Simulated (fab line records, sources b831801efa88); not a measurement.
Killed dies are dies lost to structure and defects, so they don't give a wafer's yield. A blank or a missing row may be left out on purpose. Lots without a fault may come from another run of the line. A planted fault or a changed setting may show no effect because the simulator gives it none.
Which tool did it? | flow sky130 | 11 lots, 33 wafers sampled, at 5 steps of a route of 708

WHAT THE GAUGES READ, wafer by wafer
The record holds no reading of a measuring or inspecting step that can be judged against a usual standard deviation.

WHICH TOOL RAN EACH LOT (tool, then ch and the chambers of the sampled wafers, then the start)
lot  | SKY_VIA1_SPUTTER_20          | SKY_METAL2_STRIP_20                  | SKY_VIA2_ETCH_15                   | SKY_VIA2_STRIP_16                    | SKY_CAPM_CVD_00
L872 | pvd_sputter-02, day 35 21:16 | plasma_asher-03 ch 0,1, day 37 00:58 | rie_diel-03 ch 0,2, day 38 03:48   | plasma_asher-02 ch 0,1, day 38 03:54 | pecvd-02 ch 0,1,2, day 38 05:19
L875 | pvd_sputter-02, day 35 21:55 | plasma_asher-02 ch 0,1, day 37 01:19 | rie_diel-03 ch 0,2, day 38 04:23   | plasma_asher-04 ch 0,1, day 38 04:29 | pecvd-01 ch 0,1, day 38 05:54
L874 | pvd_sputter-03, day 35 22:21 | plasma_asher-03 ch 0,1, day 37 01:40 | rie_diel-03 ch 0,2, day 38 04:52   | plasma_asher-02 ch 0,1, day 38 04:56 | pecvd-03 ch 0,1, day 38 06:36
L881 | pvd_sputter-03, day 38 02:05 | plasma_asher-01 ch 0,1, day 39 04:04 | rie_diel-02 ch 0,3, day 40 06:40   | plasma_asher-03 ch 0,1, day 40 06:43 | pecvd-03 ch 0,1,2, day 40 08:55
L884 | pvd_sputter-03, day 38 03:14 | plasma_asher-01 ch 0,1, day 39 05:07 | rie_diel-01 ch 1,2,3, day 40 07:19 | plasma_asher-04 ch 0,1, day 40 07:25 | pecvd-01 ch 1,2, day 40 09:49
L883 | pvd_sputter-01, day 38 06:19 | plasma_asher-01 ch 0,1, day 39 09:13 | rie_diel-01 ch 0,3, day 40 11:46   | plasma_asher-02 ch 1, day 40 11:50   | pecvd-02 ch 0,2, day 40 14:55
L888 | pvd_sputter-03, day 39 05:57 | plasma_asher-01 ch 0,1, day 40 08:46 | rie_diel-01 ch 1,2,3, day 41 10:11 | plasma_asher-04 ch 0,1, day 41 10:15 | pecvd-03 ch 1,2, day 41 11:40
L890 | pvd_sputter-02, day 40 03:40 | plasma_asher-03 ch 0,1, day 41 05:01 | rie_diel-03 ch 0,1,3, day 42 06:02 | plasma_asher-03 ch 0,1, day 42 06:05 | pecvd-02 ch 0,1, day 42 07:41
L892 | pvd_sputter-01, day 40 11:29 | plasma_asher-02 ch 0,1, day 41 13:27 | rie_diel-01 ch 2,3, day 42 14:55   | plasma_asher-02 ch 0,1, day 42 15:01 | pecvd-01 ch 0,1,2, day 42 16:29
L891 | pvd_sputter-03, day 40 13:08 | plasma_asher-03 ch 0,1, day 41 15:08 | rie_diel-01 ch 0,2, day 42 16:04   | plasma_asher-02 ch 0,1, day 42 16:08 | pecvd-01 ch 0,2, day 42 17:47
L894 | pvd_sputter-02, day 40 13:48 | plasma_asher-03 ch 0,1, day 41 16:16 | rie_diel-01 ch 0,2,3, day 42 17:02 | plasma_asher-02 ch 0,1, day 42 17:05 | pecvd-03 ch 0, day 42 18:31
- SKY_VIA1_SPUTTER_20: material TiN, target thk 20 nm, time 80 s.
- SKY_METAL2_STRIP_20: strips in O2/N2.
- SKY_VIA2_ETCH_15: etches SiO2 in C4F8/O2/Ar, stops on TiN, target depth 546 nm, time 84 s.
- SKY_VIA2_STRIP_16: strips in O2/N2.
- SKY_CAPM_CVD_00: deposits SiO2, target thk 15.5 nm.

WHAT THE TOOLS THEMSELVES READ (means of the sampled wafers that have a number; where no wafer has one, the mark that the record gives instead)
SKY_VIA1_SPUTTER_20.
lot  | tool           | chamber_pressure_pa (Pa) | throttle_valve_pct (%)
L872 | pvd_sputter-02 | 4.989                    | 30.3
L875 | pvd_sputter-02 | 4.996                    | 30.2
L874 | pvd_sputter-03 | 5.007                    | 30.1
L881 | pvd_sputter-03 | 4.997                    | 29.5
L884 | pvd_sputter-03 | 4.985                    | 29.9
L883 | pvd_sputter-01 | 4.993                    | 29.3
L888 | pvd_sputter-03 | 4.994                    | 30.4
L890 | pvd_sputter-02 | 5.000                    | 29.5
L892 | pvd_sputter-01 | 5.000                    | 29.6
L891 | pvd_sputter-03 | 4.992                    | 29.5
L894 | pvd_sputter-02 | 5.002                    | 30.2

SKY_METAL2_STRIP_20.
lot  | tool            | drypump_motor_current_A (A) | oes_product_au (a.u.) | strip_time_to_endpoint_s (s)
L872 | plasma_asher-03 | 5.8                         | 0.344                 | 2.64
L875 | plasma_asher-02 | 5.9                         | 0.344                 | 2.72
L874 | plasma_asher-03 | 5.5                         | 0.342                 | 2.68
L881 | plasma_asher-01 | 5.7                         | 0.340                 | 2.62
L884 | plasma_asher-01 | 5.7                         | 0.343                 | 2.70
L883 | plasma_asher-01 | 5.8                         | 0.341                 | 2.68
L888 | plasma_asher-01 | 5.7                         | 0.340                 | 2.69
L890 | plasma_asher-03 | 5.8                         | 0.343                 | 2.66
L892 | plasma_asher-02 | 5.9                         | 0.344                 | 2.74
L891 | plasma_asher-03 | 5.6                         | 0.340                 | 2.64
L894 | plasma_asher-03 | 5.8                         | 0.341                 | 2.64

SKY_VIA2_ETCH_15.
lot  | tool        | oes_product_au (a.u.) | rf_fwd_power_W (W)
L872 | rie_diel-03 | 0.935                 | 1489
L875 | rie_diel-03 | 0.940                 | 1728
L874 | rie_diel-03 | 0.939                 | 1730
L881 | rie_diel-02 | 0.940                 | 1496
L884 | rie_diel-01 | 0.942                 | 1485
L883 | rie_diel-01 | 0.938                 | 1486
L888 | rie_diel-01 | 0.941                 | 1485
L890 | rie_diel-03 | 0.946                 | 1489
L892 | rie_diel-01 | 0.941                 | 1487
L891 | rie_diel-01 | 0.944                 | 1483
L894 | rie_diel-01 | 0.940                 | 1485

SKY_VIA2_STRIP_16.
lot  | tool            | drypump_motor_current_A (A) | oes_product_au (a.u.) | strip_time_to_endpoint_s (s)
L872 | plasma_asher-02 | 5.9                         | 0.394                 | 4.07
L875 | plasma_asher-04 | 5.9                         | 0.398                 | 3.99
L874 | plasma_asher-02 | 5.9                         | 0.392                 | 3.95
L881 | plasma_asher-03 | 5.8                         | 0.396                 | 4.06
L884 | plasma_asher-04 | 5.7                         | 0.401                 | 4.05
L883 | plasma_asher-02 | 6.2                         | 0.398                 | 4.04
L888 | plasma_asher-04 | 5.9                         | 0.400                 | 4.05
L890 | plasma_asher-03 | 5.8                         | 0.397                 | 4.05
L892 | plasma_asher-02 | 5.6                         | 0.396                 | 4.06
L891 | plasma_asher-02 | 5.9                         | 0.405                 | 4.08
L894 | plasma_asher-02 | 5.9                         | 0.402                 | 4.07

SKY_CAPM_CVD_00.
lot  | tool     | heater_power_w (W)
L872 | pecvd-02 | 773
L875 | pecvd-01 | 786
L874 | pecvd-03 | 605
L881 | pecvd-03 | 663
L884 | pecvd-01 | 691
L883 | pecvd-02 | 752
L888 | pecvd-03 | 689
L890 | pecvd-02 | 727
L892 | pecvd-01 | 689
L891 | pecvd-01 | 770
L894 | pecvd-03 | 565

THE ANSWER, worked out from the rows above alone
Rule: what is usual is taken from the lots themselves. Put in order of their means at a reading, lots are off if they are a third of the lots or fewer, leave a main group of 4 or more, and stand apart from it by a gap of 3 or more times the standard deviation of the main group's means; of several such gaps the widest counts. A main group whose means are all the same, to the digits that the tables above print for the reading, isn't used. A lot without any number at a reading at which 4 lots or more have one is off too. The other lots that the step has rows for count as sound. The gauges are gone through in route order, then the tools' own readings, and for those a lot's mean is taken as printed above. The first step at which some lot is off is used, and at that step the reading that is off furthest; a lot without a number counts as furthest.
Off: L875, L874, at SKY_VIA2_ETCH_15 (rf_fwd_power_W). The main group: mean 1487 W, standard deviation 3.6.
A tool fits if, at that step or a process step before it, it ran every lot that is off, and no sound lot after the first of them. None of those tried fits.

WHAT THE SIMULATOR HAD PUT IN
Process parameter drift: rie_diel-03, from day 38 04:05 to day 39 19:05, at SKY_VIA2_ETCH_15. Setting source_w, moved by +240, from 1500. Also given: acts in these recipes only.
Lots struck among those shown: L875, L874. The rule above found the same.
